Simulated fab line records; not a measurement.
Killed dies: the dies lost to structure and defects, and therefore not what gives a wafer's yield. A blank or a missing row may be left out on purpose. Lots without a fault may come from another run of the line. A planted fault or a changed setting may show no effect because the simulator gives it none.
Split-lot trial    flow sky130    on a route of 708 steps: 5 lots, 23 wafers read

THE SPLIT
At SKY_VIA3_HDPCVD_00 (deposits SiO2, target thk 1635 nm, time 272.5 s), the setting sih4FlowSccm was moved away from the recipe's 60 sccm on 8 of the 23 wafers read, by -14.4% to -5.1%. For the rest of the wafers, this setting stayed at what the recipe calls for.

Split to reading: the file shows no intervening step.

THE READING
At SKY_VIA3_THK_MEAS_01: VIA3_HDPCVD_THK, given in nm. On this fab line, fault-free wafers typically give 1625 nm with a standard deviation of 25 nm.

wafer   tool, chamber at the split  sih4FlowSccm as run, sccm  against the recipe  VIA3_HDPCVD_THK, nm  against lot-mates on the recipe
L074.2  hdpcvd-02, 2                60                         recipe              1626                 -
L074.4  hdpcvd-02, 0                60                         recipe              1601                 -
L074.5  hdpcvd-02, 2                60                         recipe              1598                 -
L076.1  hdpcvd-02, 2                56.94                      -5.1%               1532                 -61
L076.2  hdpcvd-02, 0                60                         recipe              1610                 -
L076.4  hdpcvd-02, 1                60                         recipe              1589                 -
L076.5  hdpcvd-02, 2                56.94                      -5.1%               1532                 -61
L076.6  hdpcvd-02, 0                60                         recipe              1579                 -
L081.1  hdpcvd-02, 2                51.36                      -14.4%              1385                 -229
L081.2  hdpcvd-02, 0                51.36                      -14.4%              1377                 -237
L081.3  hdpcvd-02, 1                51.36                      -14.4%              1356                 -258
L081.5  hdpcvd-02, 2                60                         recipe              1623                 -
L081.6  hdpcvd-02, 0                60                         recipe              1605                 -
L083.1  hdpcvd-01, 0                60                         recipe              1654                 -
L083.2  hdpcvd-01, 2                60                         recipe              1655                 -
L083.3  hdpcvd-01, 1                60                         recipe              1639                 -
L083.4  hdpcvd-01, 0                60                         recipe              1657                 -
L083.6  hdpcvd-01, 2                60                         recipe              1660                 -
L085.1  hdpcvd-01, 2                60                         recipe              1645                 -
L085.2  hdpcvd-01, 1                52.59                      -12.3%              1441                 -203
L085.4  hdpcvd-01, 1                52.59                      -12.3%              1437                 -207
L085.5  hdpcvd-01, 0                52.59                      -12.3%              1444                 -200
L085.6  hdpcvd-01, 2                60                         recipe              1643                 -

FIT RESULTS
A straight line over all 23 wafers: VIA3_HDPCVD_THK changes by +16.5 nm for each +1% of sih4FlowSccm; r = +0.97; the points scatter about the line by 25 nm.
The same after taking each lot's own level away (the mean of its wafers on the recipe; 23 wafers): +16.6 nm for each +1%; r = +0.99; scatter 12 nm.
The reading moves by 2.4e+02 nm for the largest change in sih4FlowSccm, on that fit.
Measured against the standard deviation above, the lots' own levels, which go from 1592.7 to 1653.0 nm, span 2.4 times it.
Hence the lot-to-lot level has little effect on the slope; both slopes agree.
Check: for one of the wafers moved furthest among these (-14.4%), held out of the fit, the line's prediction against its lot-mates is -238 nm. It came out at -229 nm against them.

FURTHER SPLITS ON THESE WAFERS
These wafers also went through other splits before the reading. Each is held against what the fit with the lots' levels taken away leaves over:
other split on the same wafers  wafers away from the commonest value  r with VIA3_HDPCVD_THK (lot level and that fit taken away)
SKY_VIA2_ETCH_14 timeS          11                                    -0.16
SKY_CAPM_COAT_07 spinRpm        6                                     +0.22
SKY_METAL3_EXPOSE_10 doseMj     11                                    -0.04

THE WHOLE CHAIN: every reading that the file lists as answering this split, in the file's order
step                  what it does                                     reading                                                                        change (the file's fit)               r (the file's)
SKY_VIA3_HDPCVD_00    deposits SiO2, target thk 1635 nm, time 272.5 s  SiO2_of_VIA3_HDPCVD_00.thkNm (the simulator's own value, which no gauge read)  +16.4 nm for each +1% of the setting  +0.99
SKY_VIA3_THK_MEAS_01                                                   VIA3_HDPCVD_THK                                                                +16.3 for each +1% of the setting     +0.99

THE FILE'S OWN FIT
VIA3_HDPCVD_THK changes by +16.3 nm for each +1% of sih4FlowSccm, r = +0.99.
